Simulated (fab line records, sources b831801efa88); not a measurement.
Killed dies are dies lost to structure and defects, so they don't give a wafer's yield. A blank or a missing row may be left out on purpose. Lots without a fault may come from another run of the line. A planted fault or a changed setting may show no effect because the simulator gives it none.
Problem report in the 8D (eight disciplines) form, filled by code | flow gf180mcu | the parts of the form that need people (team, actions taken, sign-off) are left out

1. THE PROBLEM
run_length_s at GF_TOP_METAL_METAL_ETCH_16 reads a mean of 272.6 s on 3 wafers of 2 lots; wafers without a fault read 228.0 s with a standard deviation of 0.96. That is +46 standard deviations from the usual mean.
The step: etches the open film in Cl2/BCl3, stops on SiO2, target depth 1197 nm, time 199.5 s.
First seen on wafer L278.2, day 29 19:34, on rie_metal-02. The record holds 33 wafers of 11 lots with a number at this step. Rule for "out", or "out of limits": more than 4 standard deviations from the usual mean. The other wafers with a number count as sound.

2. WHAT IT IS AND WHAT IT IS NOT
question                    | is                                               | is not
which readings at this step | run_length_s, oes_product_au, throttle_valve_pct | bias_w, drypump_motor_current_A
which lots                  | L278, L280                                       | L274, L275, L277, L285, L288, L290, L291, L292, L294
which wafers of those lots  | L278.2, L278.6, L280.3                           | L278.5, L280.2, L280.6
read on which tools         | rie_metal-02                                     | rie_metal-03, rie_metal-04
when                        | from day 29 19:34                                | up to then (10 sound wafers); but 20 sound wafers of L280, L285, L288, L290, L291, L292, L294 came after

3. SUSPECTS, AND WHAT RULES EACH OUT
Counting: a tool at a process step up to the reading stays a suspect if it ran every lot that is out. Sound lots after the first of them don't rule it out here, since some wafers of a struck lot are sound.
- rie_metal-02 at GF_TOP_METAL_METAL_ETCH_16 (etches the open film in Cl2/BCl3, stops on SiO2, target depth 1197 nm, time 199.5 s): kept. It ran every lot that is out, first L278 (day 29 19:34); its last sound lot up to then is L277 (day 29 14:48). Its own readings are out on those wafers: oes_product_au, run_length_s, throttle_valve_pct.
- Within rie_metal-02 at GF_TOP_METAL_METAL_ETCH_16: the wafers that are out ran in chamber 0; their sound lot-mates ran in chamber 1.
Left after counting: rie_metal-02 at GF_TOP_METAL_METAL_ETCH_16.

4. THE CAUSE (what the simulator had put in)
Process parameter drift: rie_metal-02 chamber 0, from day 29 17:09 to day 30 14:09, at GF_TOP_METAL_METAL_ETCH_16. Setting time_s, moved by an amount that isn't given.
Counting left only this tool.

5. THE CHAIN OF EFFECTS, in route order
Each row: a reading whose mean over the struck wafers that have a number lies more than 3 standard deviations from the usual. Only readings for which the record gives a usual standard deviation are gone through. hours: the time from each lot's start at the first step in this table that gives one to its start at this step, as a median over the lots. sigmas: the change in usual standard deviations.
hours | step                       | reading                  | usual      | on struck wafers | change | sigmas
0     | GF_TOP_METAL_METAL_ETCH_16 | oes_product_au           | 0.991 a.u. | 0.884            | -0.107 | -19
0     | GF_TOP_METAL_METAL_ETCH_16 | run_length_s             | 228.0 s    | 272.6            | +44.6  | +46
0     | GF_TOP_METAL_METAL_ETCH_16 | throttle_valve_pct       | 28.230 %   | 28.346           | +0.116 | +12
0     | GF_TOP_METAL_STRIP_17      | strip_time_to_endpoint_s | 12.89 s    | 11.66            | -1.23  | -16
The process steps in it:
- GF_TOP_METAL_METAL_ETCH_16: etches the open film in Cl2/BCl3, stops on SiO2, target depth 1197 nm, time 199.5 s.
- GF_TOP_METAL_STRIP_17: strips in O2/N2.

6. WHAT WOULD HAVE CAUGHT IT SOONER
In this record the first reading out of limits was taken at day 29 19:34, 2 hours after the fault began at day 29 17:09.
